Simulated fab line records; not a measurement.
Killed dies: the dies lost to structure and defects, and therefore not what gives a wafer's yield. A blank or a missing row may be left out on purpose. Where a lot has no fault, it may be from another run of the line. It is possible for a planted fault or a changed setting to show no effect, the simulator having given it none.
Comparing a struck lot with a sound one -- flow sky130 -- 14 out of 708 route steps
Sound: wafers L649.2, L649.3, L649.5. Wafers struck: L646.2, L646.4, L646.5. The cause comes at the end.
Per side, at each step with rows, come the tool, then ch with its chambers, and then its first start. Under that, the readings that differ: sound wafers -- struck wafers -- difference of the means -- sigmas: that difference in standard deviations of wafers without a fault.
alike: words and numbers the same on both sides, and readings whose means are apart by under 2 such deviations; not compared: readings that were withheld, readings missing a value for some wafer, numbers with overlapping values and no deviation given by the record, and bounds like >300 which may hide the same value.
The two part at a step that has a row with sigmas, a row that says differs or no value, or rows on one side only. When numbers do not overlap yet have no deviation, they are printed without sigmas and do not part them. A reading that every wafer of one side lacks parts them only if that side has two wafers or more.

first, 3 steps without rows for these wafers: SKY_VT_ADJUST_HVTR_EXPOSE_04 (exposes mask HVTRM, target cd 380 nm); SKY_VT_ADJUST_HVTR_PEB_05; SKY_VT_ADJUST_HVTR_DEVELOP_06 (develop time 60 s).
SKY_VT_ADJUST_HVTR_CD_MEAS_07: the cd target is 380 nm.
  struck on cd-sem-02, day 12 06:38; sound on cd-sem-01, day 12 16:35
  alike: cd-nm
SKY_VT_ADJUST_HVTR_OVL_MEAS_08:
  struck on overlay-02, day 12 06:45; sound on overlay-01, day 12 16:42
  alike: VT_ADJUST_HVTR_OVL
following that, these wafers have no rows for 1 step: SKY_VT_ADJUST_HVTR_IMPLANT_09.
SKY_VT_ADJUST_HVTR_STRIP_10: strips in O2/N2.
  sound on plasma-asher-03 ch 0,1, day 12 16:53; struck on plasma-asher-02 ch 0,1, day 12 06:56
  alike: drypump-motor-current-A, oes-product-au, strip-time-to-endpoint-s
  not compared: rf-hours-counter-h
SKY_VT_ADJUST_HVTR_TW_MEAS_11:
  struck on film-metro-04, day 12 07:02; sound on film-metro-02, day 12 16:59
  alike: VT_ADJUST_HVTR_TW
then, 4 steps without rows for these wafers: SKY_VT_ADJUST_PCH_DEHYDRATE_00 (time 60 s); SKY_VT_ADJUST_PCH_HMDS_01 (prime time 60 s); SKY_VT_ADJUST_PCH_COAT_02 (resist thk 3000 nm); SKY_VT_ADJUST_PCH_SOFTBAKE_03.
SKY_VT_ADJUST_PCH_EXPOSE_04: exposes mask NWM, target cd 840 nm.
  struck on iline-stepper-01, day 12 17:47; sound on iline-stepper-01 ch 0, day 13 01:57
  no value came back on the struck wafers for exposure-dose-mJ-cm2, focus-offset-nm (nm); on the sound wafers exposure-dose-mJ-cm2 reads 254.86 254.78 254.85
  alike: mask
following that, these wafers have no rows for 1 step: SKY_VT_ADJUST_PCH_PEB_05.

WHERE THEY PART
Only at SKY_VT_ADJUST_PCH_EXPOSE_04, within this record.

WHY: the cause the simulator had injected
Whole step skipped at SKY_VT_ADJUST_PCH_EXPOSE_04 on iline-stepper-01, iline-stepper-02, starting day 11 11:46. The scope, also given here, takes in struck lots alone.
